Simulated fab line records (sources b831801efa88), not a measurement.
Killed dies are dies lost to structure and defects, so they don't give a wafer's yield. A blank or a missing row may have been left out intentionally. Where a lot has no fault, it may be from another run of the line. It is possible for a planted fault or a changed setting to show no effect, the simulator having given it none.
Chamber matching || flow sky130 || SKY_FIELD_ISO_CMP_27 on cmp-02 has 4 sister chambers
The step polishes, stops on Si3N4, t overpolish 16 s, target thk 457.8 nm. 4 wafers are shown with their chamber, then 7 later ones without.

WAFERS, EACH WITH ITS CHAMBER
{"wafer": "L595.4", "chamber": 3, "motorCurrentA (A)": 9.8}
{"wafer": "L597.3", "chamber": 0, "motorCurrentA (A)": 12.7}
{"wafer": "L599.6", "chamber": 1, "motorCurrentA (A)": 12.8}
{"wafer": "L602.4", "chamber": 2, "motorCurrentA (A)": 10.6}

WAFERS WITHOUT THEIR CHAMBER
{"wafer": "L602.5", "motorCurrentA (A)": 13.1}
{"wafer": "L603.2", "motorCurrentA (A)": 10.4}
{"wafer": "L603.3", "motorCurrentA (A)": 13.5}
{"wafer": "L603.5", "motorCurrentA (A)": 10.2}
{"wafer": "L613.2", "motorCurrentA (A)": 11.7}
{"wafer": "L613.3", "motorCurrentA (A)": 13.1}
{"wafer": "L613.6", "motorCurrentA (A)": 11.1}

CHAMBER TAKEN BY EACH
{"wafer": "L602.5", "from the rows above": "can't be placed: 1 or 0", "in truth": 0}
{"wafer": "L603.2", "from the rows above": "can't be placed: 2 or 3", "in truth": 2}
{"wafer": "L603.3", "from the rows above": "can't be placed: 1 or 0", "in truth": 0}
{"wafer": "L603.5", "from the rows above": "can't be placed: 3 or 2", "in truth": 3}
{"wafer": "L613.2", "from the rows above": "can't be placed: 0 or 2 or 1 or 3", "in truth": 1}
{"wafer": "L613.3", "from the rows above": "can't be placed: 1 or 0", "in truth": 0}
{"wafer": "L613.6", "from the rows above": "can't be placed: 2 or 3 or 0", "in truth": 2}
Placed correctly: 0 of 7. Unplaceable from these rows: 7, with the true chamber sitting among the candidates in 7. Number placed wrongly: 0.
How it was worked out, from the rows above alone: a wafer's distance from a chamber is the root of the sum, over the readings, of the square of ((its reading less the chamber's mean) divided by the reading's scatter). If the next closest chamber is less than 2 further off than the closest, the wafer can't be placed; otherwise it belongs to the closest. For every chamber, the mean is computed from those of its wafers that are shown. The scatter: root of mean squared gap, hidden wafer to nearest shown wafer, with one shown wafer a chamber.
